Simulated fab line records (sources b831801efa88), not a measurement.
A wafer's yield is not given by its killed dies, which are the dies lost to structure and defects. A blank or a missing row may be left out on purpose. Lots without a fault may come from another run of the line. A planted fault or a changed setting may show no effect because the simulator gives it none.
fab line records	flow sky130
record: lots: 5	wafers: 15	last_day: 48
route steps=708 shown VIA1@475 METAL2@483 VIA2@507 PAD_OPEN@708
lots that met no fault: from a run of the same line without faults
start_h: hours from the record's opening day to when the first of the lot's shown wafers began	wait_h: hours elapsed since this lot's preceding step	" repeats the value in the row above	L1.1+2: a row that stands for several wafers	- no value, or no start was given	* or withheld: withheld	< > ~ a bound
route shown NAME@n: a module of which the file shows steps, and the number in the route of the first	usual: mean/standard deviation taken from wafers without a fault	same: alike in all rows	chamber/n: place in a boat	sites: readings site by site	_std_site: how widely they spread, as a standard deviation	_edge_site: the outer-site mean with the inner-site mean subtracted	radius_mm: for every site, how far away it sits from the centre of the wafer	mask NAME#n: copy n	behind: the most recent tool/chamber to have shaped the wafer	hold: why the lot was held/for how many hours/how that ended	device: names the non-switching transistor (n, p or np)	end of line: the tests these same wafers got at the end of their route	a step with no rows: only its recipe	killed: at the first sort, the dies lost to defects and structure; wafer yield is something else	map: per-die view of a wafer (x killed, . not killed, _ where there is no die)
set.NAME: the setting as run; set.NAME@STEP: as run at that earlier step	model.NAME: the simulator's own value behind a step, which no gauge read
lots seen at some steps along the route; tables by step, rows by wafer
services: the hour from which a tool's chamber was out of use, counted from the record's first day as start_h (under 0 if before that day), plus the number of hours and why
== steps ==
step: SKY_VIA1_STRIP_17
recipe: chemistry: post_etch_residue_remover	time_s: 1200	temp_c: 72.5
step: SKY_VIA1_CLEAN_18
recipe: chemistry: IPA	time_s: 180	temp_c: 25
step: SKY_VIA1_CLEAN_19
recipe: chemistry: O3/DIW	dry: n2_spin
step: SKY_VIA1_SPUTTER_20
recipe: material: TiN	target_thk_nm: 20	chamber_pressure_pa: 5	power_w: 4000	time_s: 80
usual: throttle_valve_pct: 29.9/1.1
lot.wafer	tool	chamber	start_h	wait_h	throttle_valve_pct
L331.1	pvd_sputter-02	-	802.39	0.0	32.1
L331.4	"	-	"	"	29.7
L331.5	"	-	"	"	29.2
L336.1	pvd_sputter-02	-	849.03	0.0	28.7
L336.2	"	-	"	"	29.4
L336.6	"	-	"	"	29.3
L339.3	pvd_sputter-02	-	864.40	0.0	32.2
L339.4	"	-	"	"	28.4
L339.5	"	-	"	"	28.6
L342.1	pvd_sputter-03	-	886.06	0.0	31.1
L342.3	"	-	"	"	28.4
L342.6	"	-	"	"	28.3
L344.2	pvd_sputter-03	-	906.63	0.0	31.1
L344.4	"	-	"	"	29.7
L344.6	"	-	"	"	31.4
step: SKY_VIA1_CVD_21
recipe: material: W	target_thk_nm: 270	time_s: 80.902	temp_c: 400	pressure_torr: 40
step: SKY_VIA1_RS_MEAS_22
recipe: thk_meas_gauge: four-point-probe	reads: W_of_VIA1_CVD_21+TiN_of_VIA1_SPUTTER_20
usual: VIA1_W_RS: 0.430/0.005
lot.wafer	tool	chamber	start_h	wait_h	VIA1_W_RS[ohm/sq]
L331.1	film_metro-01	-	802.54	0.1	0.431
L331.4	"	-	"	"	0.430
L331.5	"	-	"	"	0.428
L336.1	film_metro-02	-	849.19	0.1	0.423
L336.2	"	-	"	"	0.423
L336.6	"	-	"	"	0.427
L339.3	film_metro-04	-	864.60	0.1	0.432
L339.4	"	-	"	"	0.427
L339.5	"	-	"	"	0.432
L342.1	film_metro-02	-	886.21	0.1	0.431
L342.3	"	-	"	"	0.428
L342.6	"	-	"	"	0.429
L344.2	film_metro-04	-	906.80	0.1	0.437
L344.4	"	-	"	"	0.439
L344.6	"	-	"	"	0.433
step: SKY_VIA1_THK_MEAS_23
recipe: thk_meas_gauge: xrf	reads: W_of_VIA1_CVD_21
usual: VIA1_W_THK: 274/3.5
lot.wafer	tool	chamber	start_h	wait_h	VIA1_W_THK[nm]
L331.1	film_metro-01	-	802.66	0.1	271
L331.4	"	-	"	"	272
L331.5	"	-	"	"	274
L336.1	film_metro-02	-	849.31	0.1	281
L336.2	"	-	"	"	282
L336.6	"	-	"	"	279
L339.3	film_metro-04	-	864.70	0.1	273
L339.4	"	-	"	"	276
L339.5	"	-	"	"	272
L342.1	film_metro-02	-	886.33	0.1	273
L342.3	"	-	"	"	275
L342.6	"	-	"	"	275
L344.2	film_metro-04	-	906.91	0.1	272
L344.4	"	-	"	"	269
L344.6	"	-	"	"	272
step: SKY_VIA1_CMP_24
recipe: stop_on: SiO2	t_overpolish_s: 15	down_force_psi: 3.5	platen_rpm: 60	target_thk_nm: 0	pad_velocity_m_s: 0.94248
usual: motor_current_A: 11.0/1.3	overpolish_run_s: 15.000/0.01	time_to_endpoint_s: 64/4
lot.wafer	tool	chamber	start_h	wait_h	motor_current_A	overpolish_run_s	time_to_endpoint_s
L331.1	cmp-02	2	802.72	0.1	11.5	15.006	65
L331.4	"	1	"	"	13.6	15.001	62
L331.5	"	3	"	"	9.9	14.986	64
L336.2	cmp-02	3	849.42	0.1	10.0	15.007	73
L336.1	"	0	"	"	10.0	14.985	70
L336.6	"	2	"	"	11.4	14.979	73
L339.4	cmp-01	0	864.74	0.0	11.5	15.024	64
L339.3	"	2	"	"	8.9	15.005	62
L339.5	"	0	"	"	11.8	15.004	61
L342.3	cmp-02	1	886.39	0.0	13.0	14.997	64
L342.1	"	0	"	"	9.7	15.005	61
L342.6	"	1	"	"	12.5	14.992	64
L344.2	cmp-01	3	906.96	0.0	11.7	15.005	66
L344.4	"	1	"	"	11.0	14.987	65
L344.6	"	3	"	"	11.6	15.011	65
step: SKY_METAL2_SPUTTER_00
recipe: material: Ti	target_thk_nm: 15	power_w: 2915	time_s: 10	chamber_pressure_pa: 0.4
step: SKY_METAL2_SPUTTER_01
recipe: material: TiN	target_thk_nm: 20	power_w: 6500	time_s: 16.7	chamber_pressure_pa: 0.4
step: SKY_METAL2_SPUTTER_02
recipe: material: AlCu	target_thk_nm: 250	power_w: 10600	time_s: 13.3	chamber_pressure_pa: 0.4
step: SKY_METAL2_SPUTTER_03
recipe: material: Ti	target_thk_nm: 5	power_w: 3000	time_s: 3.3	chamber_pressure_pa: 0.4
step: SKY_METAL2_SPUTTER_04
recipe: material: TiN	target_thk_nm: 70	power_w: 6500	time_s: 58.3	chamber_pressure_pa: 0.4
usual: throttle_valve_pct: 30.5/1
lot.wafer	tool	chamber	start_h	wait_h	throttle_valve_pct
L331.1	pvd_sputter-01	-	803.11	0.0	29.8
L331.4	"	-	"	"	30.2
L331.5	"	-	"	"	29.4
L336.1	pvd_sputter-03	-	849.76	0.0	29.9
L336.2	"	-	"	"	30.9
L336.6	"	-	"	"	30.7
L339.3	pvd_sputter-03	-	865.13	0.0	31.4
L339.4	"	-	"	"	31.0
L339.5	"	-	"	"	31.4
L342.1	pvd_sputter-04	-	886.78	0.0	30.5
L342.3	"	-	"	"	30.3
L342.6	"	-	"	"	31.5
L344.2	pvd_sputter-04	-	907.35	0.0	31.5
L344.4	"	-	"	"	30.4
L344.6	"	-	"	"	30.0
step: SKY_METAL2_RS_MEAS_05
recipe: thk_meas_gauge: four-point-probe	reads: TiN_of_METAL2_SPUTTER_04+Ti_of_METAL2_SPUTTER_03+AlCu_of_METAL2_SPUTTER_02+TiN_of_METAL2_SPUTTER_01+Ti_of_METAL2_SPUTTER_00
usual: METAL2_ALCU_RS: 0.1269/0.0014
lot.wafer	tool	chamber	start_h	wait_h	METAL2_ALCU_RS[ohm/sq]
L331.1	film_metro-04	-	803.16	0.0	0.1275
L331.4	"	-	"	"	0.1280
L331.5	"	-	"	"	0.1283
L336.1	film_metro-03	-	849.81	0.0	0.1284
L336.2	"	-	"	"	0.1289
L336.6	"	-	"	"	0.1291
L339.3	film_metro-04	-	865.22	0.1	0.1295
L339.4	"	-	"	"	0.1293
L339.5	"	-	"	"	0.1300
L342.1	film_metro-04	-	886.83	0.0	0.1260
L342.3	"	-	"	"	0.1276
L342.6	"	-	"	"	0.1263
L344.2	film_metro-03	-	907.42	0.0	0.1265
L344.4	"	-	"	"	0.1270
L344.6	"	-	"	"	0.1265
step: SKY_METAL2_THK_MEAS_06
recipe: thk_meas_gauge: xrf	reads: AlCu_of_METAL2_SPUTTER_02
usual: METAL2_ALCU_THK: 253/3.7
lot.wafer	tool	chamber	start_h	wait_h	METAL2_ALCU_THK[nm]
L331.1	film_metro-04	-	803.28	0.1	250
L331.4	"	-	"	"	249
L331.5	"	-	"	"	250
L336.1	film_metro-03	-	849.93	0.1	254
L336.2	"	-	"	"	253
L336.6	"	-	"	"	252
L339.3	film_metro-04	-	865.32	0.1	247
L339.4	"	-	"	"	248
L339.5	"	-	"	"	247
L342.1	film_metro-04	-	886.95	0.1	254
L342.3	"	-	"	"	249
L342.6	"	-	"	"	254
L344.2	film_metro-03	-	907.53	0.1	257
L344.4	"	-	"	"	256
L344.6	"	-	"	"	256
step: SKY_METAL2_DEHYDRATE_07
recipe: temp_c: 200	time_s: 60
step: SKY_METAL2_HMDS_08
recipe: prime_time_s: 60	prime_temp_c: 120
step: SKY_METAL2_COAT_09
recipe: resist: BARC	temp_c: withheld	time_s: withheld	spin_rpm: 3000	resist_thk_nm: 60
step: SKY_METAL2_COAT_10
recipe: resist: KrF-thick	spin_rpm: 3000	resist_thk_nm: 450
step: SKY_METAL2_SOFTBAKE_11
recipe: temp_c: 100	time_s: 90	resist: KrF-thick
step: SKY_METAL2_EXPOSE_12
recipe: mask_id: MM2	na: 0.8	source_shape: annular	sigma_inner: 0.55	sigma_outer: 0.85	target_cd_nm: 140	dose_mj: 28
step: SKY_METAL2_PEB_13
recipe: peb_temp_c: withheld	peb_time_s: withheld	resist: KrF-thick
step: SKY_METAL2_DEVELOP_14
recipe: develop_time_s: 60	resist: KrF-thick	dev_temp_c: 21
step: SKY_METAL2_CD_MEAS_15
recipe: target_cd_nm: 140
usual: cd_nm: 140.0/1.6
lot.wafer	tool	chamber	start_h	wait_h	cd_nm
L331.1	cd_sem-02	-	829.09	-	138.4
L331.4	"	-	"	"	138.5
L331.5	"	-	"	"	139.8
L336.1	cd_sem-02	-	876.12	-	142.7
L336.2	"	-	"	"	140.1
L336.6	"	-	"	"	140.6
L339.3	cd_sem-02	-	890.91	-	138.8
L339.4	"	-	"	"	140.2
L339.5	"	-	"	"	138.3
L342.1	cd_sem-01	-	912.17	-	139.3
L342.3	"	-	"	"	137.7
L342.6	"	-	"	"	138.5
L344.2	cd_sem-02	-	931.39	-	139.4
L344.4	"	-	"	"	139.6
L344.6	"	-	"	"	137.9
step: SKY_METAL2_OVL_MEAS_16
usual: METAL2_OVL: -1/5.4
lot.wafer	tool	chamber	start_h	wait_h	METAL2_OVL[nm]
L331.1	overlay-02	-	829.21	0.1	1
L331.4	"	-	"	"	2
L331.5	"	-	"	"	0
L336.1	overlay-02	-	876.24	0.1	-1
L336.2	"	-	"	"	-1
L336.6	"	-	"	"	0
L339.3	overlay-02	-	891.00	0.1	-8
L339.4	"	-	"	"	-11
L339.5	"	-	"	"	-8
L342.1	overlay-01	-	912.29	0.1	1
L342.3	"	-	"	"	-2
L342.6	"	-	"	"	2
L344.2	overlay-01	-	931.49	0.1	1
L344.4	"	-	"	"	5
L344.6	"	-	"	"	4
step: SKY_METAL2_DESCUM_17
recipe: chemistry: O2	source_power_w: 150	bias_power_w: 0	pressure_mtorr: 10	temp_c: 40	time_s: 8
step: SKY_METAL2_ETCH_18
recipe: chemistry: N2/H2	target: BARC	ion_energy_ev: 203.4	bias_w: 100	pressure_mtorr: 30	n2_flow_sccm: 100	h2_flow_sccm: 200	icp_w: 500	stop_on: SiO2	time_s: 45.9	target_depth_a: 600
usual: chamber_pressure_mTorr: 30.003/0.027	drypump_motor_current_A: 5.8/0.5	oes_product_au: 0.854/0.0049	throttle_valve_pct: 13.224/0.0086
lot.wafer	tool	chamber	start_h	wait_h	chamber_pressure_mTorr	drypump_motor_current_A	oes_product_au	rf_hours_counter_h	throttle_valve_pct
L331.1	rie_metal-01	1	829.28	0.0	30.023	5.9	0.847	2	13.218
L331.4	"	0	"	"	29.992	5.7	0.849	-	13.226
L331.5	"	0	"	"	30.061	5.7	0.852	-	13.217
L336.1	rie_metal-01	0	876.31	0.0	29.987	5.7	0.854	5	13.215
L336.2	"	1	"	"	29.983	5.9	0.852	4	13.220
L336.6	"	0	"	"	30.001	5.7	0.861	-	13.208
L339.3	rie_metal-03	0	891.07	0.0	29.995	5.6	0.852	-	13.227
L339.4	"	1	"	"	30.005	5.1	0.854	-	13.222
L339.5	"	0	"	"	30.053	5.6	0.857	-	13.233
L342.1	rie_metal-01	1	912.36	0.0	30.076	5.9	0.859	6	13.217
L342.3	"	0	"	"	29.987	5.7	0.842	-	13.231
L342.6	"	1	"	"	29.995	5.9	0.855	-	13.233
L344.2	rie_metal-01	0	931.55	0.0	29.998	5.7	0.855	8	13.213
L344.4	"	0	"	"	30.000	5.7	0.854	-	13.230
L344.6	"	1	"	"	29.971	5.9	0.856	-	13.236
step: SKY_METAL2_METAL_ETCH_19
recipe: target_depth_a: 3600	stop_on: SiO2	over_etch_frac: 0.3	time_s: 78	chemistry: Cl2/BCl3	resist_sidewall_deg: 88	pressure_mtorr: 10	icp_w: 900	bias_w: 48.5	Cl2_flow_sccm: 60	bcl3_flow_sccm: 30
usual: chamber_pressure_mTorr: 9.999/0.0099	drypump_motor_current_A: 5.8/0.51	oes_product_au: 0.854/0.006	throttle_valve_pct: 22.264/0.0083
lot.wafer	tool	chamber	start_h	wait_h	chamber_pressure_mTorr	drypump_motor_current_A	oes_product_au	rf_hours_counter_h	throttle_valve_pct
L331.1	rie_metal-01	1	829.34	0.0	10.005	5.8	0.848	2	22.259
L331.4	"	0	"	"	9.989	5.7	0.852	-	22.267
L331.5	"	0	"	"	9.995	5.7	0.851	-	22.270
L336.1	rie_metal-01	0	876.37	0.0	9.994	5.7	0.859	5	22.276
L336.2	"	1	"	"	9.981	5.9	0.846	4	22.269
L336.6	"	0	"	"	9.992	5.7	0.839	-	22.267
L339.3	rie_metal-03	0	891.15	0.1	9.975	5.6	0.845	-	22.267
L339.4	"	1	"	"	9.998	5.1	0.847	-	22.264
L339.5	"	0	"	"	9.982	5.6	0.839	-	22.270
L342.1	rie_metal-01	1	912.42	0.0	9.996	5.9	0.852	6	22.261
L342.3	"	0	"	"	9.995	5.7	0.839	-	22.250
L342.6	"	1	"	"	10.000	5.8	0.859	-	22.246
L344.2	rie_metal-01	0	931.62	0.0	10.001	5.7	0.855	8	22.264
L344.4	"	0	"	"	9.987	5.7	0.859	-	22.272
L344.6	"	1	"	"	9.995	5.9	0.863	-	22.269
step: SKY_METAL2_STRIP_20
recipe: chemistry: O2/N2	power_w: 1400	pressure_mtorr: 1500	platen_temp_c: withheld	o2_flow_sccm: 3000	n2_flow_sccm: 300	overash_fraction: 0.5
usual: chamber_pressure_mTorr: 1499.9/1.4	drypump_motor_current_A: 5.9/0.31	oes_product_au: 0.343/0.0049	strip_time_to_endpoint_s: 2.70/0.053
lot.wafer	tool	chamber	start_h	wait_h	chamber_pressure_mTorr	drypump_motor_current_A	oes_product_au	rf_hours_counter_h	strip_time_to_endpoint_s
L331.1	plasma_asher-02	0	829.43	0.1	1500.0	6.4	0.347	8	2.66
L331.4	"	0	"	"	1500.9	6.4	0.337	-	2.65
L331.5	"	1	"	"	1500.0	5.5	0.346	-	2.69
L336.1	plasma_asher-02	1	876.46	0.1	1501.1	5.5	0.343	14	2.64
L336.2	"	0	"	"	1501.0	6.4	0.343	14	2.68
L336.6	"	1	"	"	1500.5	5.5	0.347	-	2.69
L339.3	plasma_asher-01	0	891.24	0.1	1500.5	5.7	0.346	-	2.75
L339.4	"	1	"	"	1501.0	5.7	0.340	-	2.61
L339.5	"	0	"	"	1500.0	5.7	0.347	-	2.75
L342.1	plasma_asher-02	0	912.51	0.1	1500.9	6.4	0.339	18	2.67
L342.3	"	1	"	"	1499.7	5.5	0.341	-	2.68
L342.6	"	1	"	"	1501.2	5.5	0.346	-	2.68
L344.2	plasma_asher-03	1	931.71	0.1	1500.0	5.9	0.343	81	2.69
L344.4	"	0	"	"	1500.5	6.2	0.342	-	2.72
L344.6	"	1	"	"	1503.8	6.0	0.355	-	2.69
step: SKY_METAL2_STRIP_21
recipe: chemistry: post_etch_residue_remover	time_s: 1200	temp_c: 72.5
step: SKY_METAL2_CLEAN_22
recipe: chemistry: IPA	time_s: 180	temp_c: 25
step: SKY_METAL2_CLEAN_23
recipe: chemistry: O3/DIW	dry: n2_spin
step: SKY_VIA2_HDPCVD_00
recipe: material: SiO2	target_thk_nm: 1180	sigma_open_frac: 0.3	time_s: 196.7	temp_c: 400	sih4_flow_sccm: 60	pressure_mtorr: 6
step: SKY_VIA2_THK_MEAS_01
recipe: reads: SiO2_of_VIA2_HDPCVD_00
usual: VIA2_HDPCVD_THK: 1185/13
lot.wafer	tool	chamber	start_h	wait_h	VIA2_HDPCVD_THK[nm]
L331.1	film_metro-03	-	830.19	0.1	1197
L331.4	"	-	"	"	1198
L331.5	"	-	"	"	1191
L336.1	film_metro-02	-	877.52	0.1	1183
L336.2	"	-	"	"	1186
L336.6	"	-	"	"	1205
L339.3	film_metro-03	-	892.02	0.1	1172
L339.4	"	-	"	"	1189
L339.5	"	-	"	"	1204
L342.1	film_metro-03	-	913.26	0.1	1172
L342.3	"	-	"	"	1173
L342.6	"	-	"	"	1183
L344.2	film_metro-03	-	932.44	0.1	1180
L344.4	"	-	"	"	1178
L344.6	"	-	"	"	1196
step: SKY_VIA2_CMP_02
recipe: material: SiO2	down_force_psi: 4	platen_rpm: 60	pad_velocity_m_s: 0.94248
step: SKY_VIA2_BOW_MEAS_03
recipe: mode: bow
usual: VIA2_BOW: 85/6.6
lot.wafer	tool	chamber	start_h	wait_h	VIA2_BOW[um]
L331.1	film_metro-04	-	830.55	0.2	80
L331.4	"	-	"	"	79
L331.5	"	-	"	"	88
L336.1	film_metro-03	-	877.88	0.2	95
L336.2	"	-	"	"	94
L336.6	"	-	"	"	78
L339.3	film_metro-03	-	892.40	0.2	100
L339.4	"	-	"	"	87
L339.5	"	-	"	"	85
L342.1	film_metro-02	-	913.95	0.2	74
L342.3	"	-	"	"	90
L342.6	"	-	"	"	82
L344.2	film_metro-03	-	932.81	0.1	91
L344.4	"	-	"	"	87
L344.6	"	-	"	"	75
step: SKY_VIA2_DEHYDRATE_04
recipe: temp_c: 200	time_s: 60
step: SKY_VIA2_HMDS_05
recipe: prime_time_s: 60	prime_temp_c: 120
step: SKY_VIA2_COAT_06
recipe: resist: BARC	temp_c: withheld	time_s: withheld	spin_rpm: 3000	resist_thk_nm: 60
step: SKY_VIA2_COAT_07
recipe: resist: KrF-thick	spin_rpm: 3000	resist_thk_nm: 450
step: SKY_VIA2_SOFTBAKE_08
recipe: temp_c: 100	time_s: 90	resist: KrF-thick
step: SKY_VIA2_EXPOSE_09
recipe: mask_id: VIM2	na: 0.8	source_shape: annular	sigma_inner: 0.55	sigma_outer: 0.85	target_cd_nm: 200	dose_mj: 38
step: SKY_PAD_OPEN_PROBE_99
usual: defect_limited_yield: 82.5/2	killed_at_M0_to_M3: 43/7.6	killed_at_M4_up: 2.8/1.9	killed_at_contacts: 24/4.7	killed_at_front_end: 16/4.4	killed_at_other: 0.2/0.4	killed_dies: 86/9.9	killed_open: 47/8.2	killed_short: 39/6.3	sort_bin_3_pad_short: 0.8/0.42	sort_bin_5_function: 10.4/1.5	sort_bin_6_memory: 6.2/1.2	sort_n_pass: 406/9.9	sort_yield_pct: 82.5/2
same: gross_dies: 492	killed_at_back_side: 0	sort_bin_4_leakage[%]: 0	sort_bin_8_speed[%]: 0
lot.wafer	tool	chamber	start_h	wait_h	hold	defect_limited_yield[%]	killed_at_M0_to_M3	killed_at_M4_up	killed_at_contacts	killed_at_front_end	killed_at_other	killed_dies	killed_open	killed_short	sort_bin_3_pad_short[%]	sort_bin_5_function[%]	sort_bin_6_memory[%]	sort_n_pass	sort_yield_pct[%]	model.etest.tester.sort_n_pass	model.etest.tester.sort_yield_pct	model.etest.tester.sort_bin_5_pct	model.etest.tester.sort_bin_3_pct
L331.1	prober-01	-	1083.78	0.1	-	79.9	56	3	20	20	0	99	55	44	0.6	13.4	6.1	393	79.9	393	79.88	13.41	0.6098
L331.4	prober-01	-	1083.93	0.2	-	84.8	39	5	18	13	0	75	33	42	1.0	9.6	4.7	417	84.8	417	84.76	9.553	1.016
L331.5	prober-01	-	1083.98	0.2	-	80.3	43	3	29	22	0	97	50	47	1.2	11.4	7.1	395	80.3	395	80.28	11.38	1.22
L336.1	prober-02	-	1121.15	0.1	-	85.0	48	3	19	4	0	74	42	32	0.4	8.1	6.5	418	85.0	418	84.96	8.13	0.4065
L336.2	prober-02	-	1121.20	0.1	-	84.8	35	4	28	8	0	75	42	33	0.4	8.9	5.9	417	84.8	417	84.76	8.943	0.4065
L336.6	prober-02	-	1121.40	0.2	-	81.9	43	3	27	16	0	89	44	45	0.8	13.2	4.1	403	81.9	403	81.91	13.21	0.813
L339.3	prober-02	-	1132.16	0.2	-	81.5	44	4	25	18	0	91	53	38	0.6	11.4	6.5	401	81.5	401	81.5	11.38	0.6098
L339.4	prober-02	-	1132.21	0.2	-	82.9	36	6	25	17	0	84	38	46	0.8	9.8	6.5	408	82.9	408	82.93	9.756	0.813
L339.5	prober-02	-	1132.26	0.2	-	83.5	38	6	23	13	1	81	36	45	0.6	11.0	4.9	411	83.5	411	83.54	10.98	0.6098
L342.1	prober-01	-	1148.73	0.1	-	86.0	30	6	19	14	0	69	37	32	0.6	10.0	3.5	423	86.0	423	85.98	9.959	0.6098
L342.3	prober-01	-	1148.83	0.2	-	84.3	40	5	18	14	0	77	37	40	0.8	11.2	3.7	415	84.3	415	84.35	11.18	0.813
L342.6	prober-01	-	1148.98	0.2	-	83.5	32	1	27	21	0	81	36	45	0.2	9.6	6.7	411	83.5	411	83.54	9.553	0.2033
L344.2	prober-01	-	1162.93	0.1	await_dispo/1.7h/release	69.5	107	1	26	16	0	150	46	42	3.5	21.5	5.5	342	69.5	342	69.51	21.54	3.455
L344.4	prober-01	-	1163.03	0.2	await_dispo/1.7h/release	82.5	37	9	23	17	0	86	47	39	1.2	10.2	6.1	406	82.5	406	82.52	10.16	1.22
L344.6	prober-01	-	1163.13	0.2	await_dispo/1.7h/release	83.1	38	1	26	18	0	83	41	42	1.2	10.2	5.5	409	83.1	409	83.13	10.16	1.22
killed by level:class
L331.1 VIA1:geometric_particle:open=12 METAL2:geometric_particle:short=11 VIA2:geometric_particle:open=8 LI_CONTACT:geometric_particle:open=7 VIA1:geometric_particle:short=7 FIELD_ISO:geometric_particle:open=6 POLY_GATE:geometric_particle:open=5 CONTACT:geometric_particle:open=5
L331.4 CONTACT:geometric_particle:open=9 VIA3:geometric_particle:open=6 METAL1:geometric_particle:short=5 VIA1:geometric_particle:open=5 VIA2:geometric_particle:open=5 METAL4:geometric_particle:short=5 VIA1:geometric_particle:short=4 METAL3:geometric_particle:short=4
L331.5 LI_CONTACT:geometric_particle:open=10 VIA1:geometric_particle:open=8 CONTACT:geometric_particle:short=6 VIA2:geometric_particle:open=6 METAL1:geometric_particle:short=6 POLY_GATE:geometric_particle:open=5 VIA3:geometric_particle:open=5 LOCAL_INTERCONNECT:geometric_particle:short=5
L336.1 CONTACT:geometric_particle:open=10 VIA1:geometric_particle:open=9 VIA2:geometric_particle:open=7 METAL2:geometric_particle:short=6 METAL1:geometric_particle:short=6 VIA1:geometric_particle:short=5 LI_CONTACT:geometric_particle:open=4 METAL2:geometric_particle:open=4
L336.2 LI_CONTACT:geometric_particle:open=10 CONTACT:geometric_particle:short=6 VIA2:geometric_particle:open=6 CONTACT:geometric_particle:open=5 VIA1:geometric_particle:open=5 METAL1:geometric_particle:short=4 METAL2:geometric_particle:short=4 VIA3:geometric_particle:open=4
L336.6 CONTACT:geometric_particle:open=9 METAL1:geometric_particle:short=8 VIA1:geometric_particle:open=8 VIA2:geometric_particle:open=8 LI_CONTACT:geometric_particle:open=6 CONTACT:geometric_particle:short=6 FIELD_ISO:geometric_particle:short=5 VIA1:geometric_particle:short=5
L339.3 VIA1:geometric_particle:open=11 CONTACT:geometric_particle:open=8 METAL2:geometric_particle:short=8 LI_CONTACT:geometric_particle:open=7 METAL1:geometric_particle:short=6 POLY_GATE:geometric_particle:open=5 METAL1:geometric_particle:open=4 VIA2:geometric_particle:open=4
L339.4 LI_CONTACT:geometric_particle:open=10 METAL1:geometric_particle:short=9 VIA1:geometric_particle:open=7 LOCAL_INTERCONNECT:geometric_particle:short=6 CONTACT:geometric_particle:open=6 METAL4:geometric_particle:short=6 POLY_GATE:geometric_particle:short=5 VIA3:geometric_particle:open=5
L339.5 LOCAL_INTERCONNECT:geometric_particle:short=8 METAL1:geometric_particle:short=7 VIA1:geometric_particle:open=7 METAL2:geometric_particle:short=6 CONTACT:geometric_particle:open=5 VIA2:geometric_particle:short=5 FIELD_ISO:geometric_particle:short=4 POLY_GATE:geometric_particle:open=4
L342.1 LI_CONTACT:geometric_particle:open=8 VIA1:geometric_particle:open=7 CONTACT:geometric_particle:short=5 FIELD_ISO:geometric_particle:open=4 METAL4:geometric_particle:short=4 VIA3:geometric_particle:open=4 VIA2:geometric_particle:open=4 VIA1:geometric_particle:short=4
L342.3 FIELD_ISO:geometric_particle:short=6 CONTACT:geometric_particle:open=6 VIA2:geometric_particle:short=6 VIA1:geometric_particle:open=6 VIA3:geometric_particle:open=6 VIA1:geometric_particle:short=5 FIELD_ISO:geometric_particle:open=4 LI_CONTACT:geometric_particle:open=4
L342.6 FIELD_ISO:geometric_particle:short=11 CONTACT:geometric_particle:open=10 METAL2:geometric_particle:short=7 LI_CONTACT:geometric_particle:open=6 FIELD_ISO:geometric_particle:open=5 VIA1:geometric_particle:short=5 CONTACT:geometric_particle:short=5 VIA1:geometric_particle:open=5
L344.2 METAL2:unspecified=62 VIA1:geometric_particle:short=8 LI_CONTACT:geometric_particle:open=8 VIA1:geometric_particle:open=8 METAL1:geometric_particle:short=7 VIA2:geometric_particle:open=7 LOCAL_INTERCONNECT:geometric_particle:short=6 CONTACT:geometric_particle:open=6
L344.4 CONTACT:geometric_particle:open=8 FIELD_ISO:geometric_particle:short=7 METAL4:geometric_particle:short=7 VIA1:geometric_particle:open=7 LI_CONTACT:geometric_particle:open=6 VIA1:geometric_particle:short=6 VIA2:geometric_particle:open=6 POLY_GATE:geometric_particle:open=5
L344.6 CONTACT:geometric_particle:open=10 CONTACT:geometric_particle:short=8 VIA2:geometric_particle:open=8 VIA1:geometric_particle:open=6 FIELD_ISO:geometric_particle:open=5 VIA1:geometric_particle:short=5 FIELD_ISO:geometric_particle:short=4 LI_CONTACT:geometric_particle:open=4
map L344.2 (x killed, . not)
__________.x.x......_________
________.x.x.x......x._______
______....x.......x....._____
_____.x..x.x......x..x..x____
____.....xx.....x..x.xxxxx___
___........xx...x..xxxxxxxx__
__...x............xxxxxxxxx._
_x.....x.xx.......xxxxxxxxx.x
_.x................xxxxxxxxxx
_.......xx....x....xxxxxxxxx.
_..xx..xx..x......xxxxxxx.x.x
_.x.....x.x...x......xxx.x..x
_x..............xx.x..xx..x..
_..x..x..x.....xx.....xxx..x.
_....xx.....x...x.....x.x..x.
__....x..........x.........._
___x......xx.......x......x__
____x........x....x.x....x___
_____....x..x..x.......x.____
______.......xx...x....._____
________.....x..xx...._______
__________...x......_________
map L342.6 (x killed, . not)
__________.....x...._________
________......x.x....._______
______........xx.......x_____
_____x.......x.....x.....____
____......................___
___...x................x...__
__x.....x..x........x.x....._
_.x..x...x....xx.x...xxxx....
_x........xx...........x..x..
_...........x...x..x.........
_.x...x..x...................
_.......x...x.x........x..x..
_.x..........x....x....x.....
_.....x....xx...xx...x.......
_.x..............x........x..
__xx.....x......x..........._
___..xx..x...x....x...x....__
____...............x.x..x.___
_____.x.x..x....x..x.x..x____
______.....x..x........._____
________x.......x.x..._______
__________...x......_________
== services ==
tool	chamber	start_h	hours	kind
plasma_asher-02	-	813.79	2.2	repair
cmp-01	-	814.65	0.2	repair
pvd_sputter-01	-	825.58	0.7	repair
plasma_asher-01	-	828.67	14.6	pm
pvd_sputter-03	3	832.59	-	consumable_replace:kit
pvd_sputter-03	3	832.59	18.0	scheduled_down
pvd_sputter-03	3	832.59	18.0	vent_cycle
cmp-02	-	834.68	5.2	pm
pvd_sputter-01	-	836.26	3.3	repair
pvd_sputter-01	-	844.10	0.7	repair
plasma_asher-01	-	846.07	42.5	pm
cmp-02	-	850.21	0.8	repair
rie_metal-03	1	850.45	-	clean
rie_metal-03	1	850.45	14.6	scheduled_down
rie_metal-03	1	850.45	14.6	vent_cycle
pvd_sputter-04	3	864.69	-	consumable_replace:kit
rie_metal-03	1	876.53	11.0	repair
cmp-02	-	887.40	0.2	repair
rie_metal-03	0	897.82	10.2	repair
cmp-02	-	912.48	4.0	pm
cmp-02	-	916.48	-	consumable_replace:conditioner
cmp-02	-	916.48	-	consumable_replace:pad
plasma_asher-01	-	917.67	3.4	repair
cmp-01	-	924.23	5.0	repair
== key ==
first_sign: step: SKY_PAD_OPEN_PROBE_99	reading: killed_at_M0_to_M3	direction: up	sigmas: 8.5	usual: 43	struck: 107
effect: step: SKY_PAD_OPEN_PROBE_99	reading: sort_bin_5_function	direction: up	sigmas: 7.4	usual: 10.4	struck: 21.5
model_effect: step: SKY_PAD_OPEN_PROBE_99	value: etest.tester.sort_n_pass	without: 396	struck: 342
met_at SKY_METAL2_SPUTTER_04
struck_wafers L344.2
onset_between 886.78 907.35
fault: kind: chamber_particle_source	tool: pvd_sputter-04	chamber: -	onset_h: 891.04	steps: SKY_METAL2_SPUTTER_04	rate_per_visit_cm2: 1.5873	end_h: 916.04	scope: struck_wafers_only
